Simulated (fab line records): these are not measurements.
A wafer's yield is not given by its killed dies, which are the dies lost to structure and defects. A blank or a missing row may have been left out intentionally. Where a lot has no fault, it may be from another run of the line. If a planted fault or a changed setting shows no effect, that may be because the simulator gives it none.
What tool caused it? -- flow gf180mcu -- 24 lots, 72 wafers sampled, at 3 steps of a route of 602

WHAT EACH GAUGE READ, for each wafer
GF_MIM_THK_MEAS_06. Usual: MIM_CVD_05_THK gives 42.0 nm (standard deviation 0.53).
lot,measured,on,MIM_CVD_05_THK (nm),flag
L074,day 24 10:16,filmMetro-04,41.8 42.0 41.7,
L075,day 24 20:30,filmMetro-01,41.8 42.1 42.1,
L076,day 25 03:20,filmMetro-01,40.8 42.0 41.6,
L077,day 25 11:29,filmMetro-03,41.4 41.8 42.3,
L078,day 25 17:05,filmMetro-04,41.6 41.7 42.3,
L079,day 25 18:28,filmMetro-04,41.9 42.0 42.3,
L080,day 26 06:44,filmMetro-01,41.5 41.4 41.5,
L081,day 26 14:22,filmMetro-04,42.1 42.4 43.3,
L082,day 26 23:34,filmMetro-03,41.2 41.3 41.9,
L083,day 27 11:40,filmMetro-01,42.0 41.4 42.1,
L084,day 27 19:00,filmMetro-04,41.9 42.4 42.6,
L085,day 28 02:03,filmMetro-04,42.0 42.7 42.0,
L086,day 28 12:22,filmMetro-03,41.6 41.6 42.2,
L087,day 28 17:41,filmMetro-01,42.4 42.9 43.0,
L088,day 28 19:53,filmMetro-03,41.5 41.5 42.5,
L089,day 29 04:16,filmMetro-04,41.7 41.9 42.1,
L090,day 29 15:58,filmMetro-01,41.7 42.0 41.6,
L091,day 29 17:43,filmMetro-04,41.9 41.6 41.3,
L092,day 29 23:47,filmMetro-01,41.4 42.0 41.7,
L093,day 30 06:52,filmMetro-04,41.4 41.4 41.7,
L094,day 30 17:51,filmMetro-01,42.4 42.1 42.7,
L095,day 31 11:08,filmMetro-01,41.5 42.0 42.0,
L096,day 31 11:50,filmMetro-03,41.8 41.9 41.8,
L097,day 31 22:14,filmMetro-01,41.1 41.2 41.3,

GF_M5_CD_MEAS_07: target cd 280 nm. Usual: cdNm reads 279.8 nm (standard deviation 1.3).
lot,measured,on,cdNm (nm),flag
L074,day 26 06:14,cdSem-01,279.4 281.6 280.2,
L075,day 26 15:22,cdSem-01,279.3 279.6 279.9,
L076,day 26 22:49,cdSem-02,279.2 280.6 278.8,
L077,day 27 04:48,cdSem-02,279.9 280.8 282.0,
L078,day 27 11:50,cdSem-02,281.4 280.2 281.4,
L079,day 27 12:28,cdSem-01,279.8 278.9 279.3,
L080,day 28 00:04,cdSem-02,280.0 278.6 279.3,
L081,day 28 06:13,cdSem-02,278.8 279.3 279.0,
L082,day 28 15:41,cdSem-02,280.1 279.8 279.4,
L083,day 29 02:49,cdSem-02,279.2 279.7 278.9,
L084,day 29 09:53,cdSem-02,280.5 280.4 279.8,
L085,day 29 16:52,cdSem-01,279.4 278.2 278.3,
L086,day 30 02:55,cdSem-01,279.7 279.9 279.4,
L087,day 30 07:37,cdSem-01,278.1 277.3 277.7,
L088,day 30 09:38,cdSem-02,280.1 278.8 279.1,
L089,day 30 18:14,cdSem-01,276.9 277.5 278.2,
L090,day 31 04:37,cdSem-01,280.6 282.6 283.0,
L091,day 31 06:16,cdSem-01,279.5 280.9 279.5,
L092,day 31 11:40,cdSem-01,278.9 279.4 279.9,
L093,day 31 17:46,cdSem-01,281.6 280.5 280.7,
L094,day 32 04:37,cdSem-01,279.3 278.7 277.8,
L095,day 32 20:23,cdSem-02,281.6 281.6 281.9,
L096,day 32 22:04,cdSem-01,278.5 280.2 280.3,
L097,day 33 07:32,cdSem-01,280.7 280.3 280.3,

GF_V5_THK_MEAS_01. Usual: V5_CVD_00_THK gives 300 nm (standard deviation 3.2).
lot,measured,on,V5_CVD_00_THK (nm),flag
L074,day 26 07:07,filmMetro-02,303 298 298,
L075,day 26 16:16,filmMetro-02,305 302 302,
L076,day 26 23:43,filmMetro-03,303 300 302,
L077,day 27 05:40,filmMetro-01,304 298 300,
L078,day 27 12:46,filmMetro-02,302 304 302,
L079,day 27 13:21,filmMetro-03,309 309 310,
L080,day 28 00:57,filmMetro-02,291 294 298,
L081,day 28 07:06,filmMetro-02,300 306 299,
L082,day 28 16:34,filmMetro-01,297 304 299,
L083,day 29 03:43,filmMetro-02,299 297 298,
L084,day 29 10:55,filmMetro-03,299 302 303,
L085,day 29 17:53,filmMetro-03,297 299 298,
L086,day 30 03:50,filmMetro-03,297 295 298,
L087,day 30 08:29,filmMetro-02,301 299 303,
L088,day 30 10:32,filmMetro-01,301 301 305,
L089,day 30 19:07,filmMetro-03,299 301 300,
L090,day 31 05:32,filmMetro-03,304 300 296,
L091,day 31 07:11,filmMetro-02,299 300 300,
L092,day 31 12:33,filmMetro-03,298 298 297,
L093,day 31 18:44,filmMetro-01,300 302 298,
L094,day 32 05:30,filmMetro-01,296 300 295,
L095,day 32 21:20,filmMetro-01,298 297 298,
L096,day 32 22:59,filmMetro-01,303 305 303,
L097,day 33 08:28,filmMetro-02,300 300 297,

WHICH TOOL RAN EACH LOT (tool, then ch and the chambers of the sampled wafers, then the start)
The record shows no process step preceding these readings.

AS READ BY THE TOOLS THEMSELVES (means over the sampled wafers that have a number; for cases with no such wafer, the mark the record gives instead)
The record holds no such reading with a usual standard deviation.

THE ANSWER, worked out from the rows above alone
Rule: lot off if the mean of its wafers having a number is beyond 3 standard deviations from the usual mean. Also off: a lot with no number at a reading for which 4 or more lots have one. Where the step has rows for the other lots, those lots are counted as sound. The gauges are gone through in route order, then the tools' own readings, and for those a lot's mean is taken as printed above. At the first step where some lot is off, the reading lying furthest off is the one used; lots without a number count as furthest.
Nothing can be told from this: no lot is off at any reading shown.

WHAT HAD BEEN PUT IN BY THE SIMULATOR
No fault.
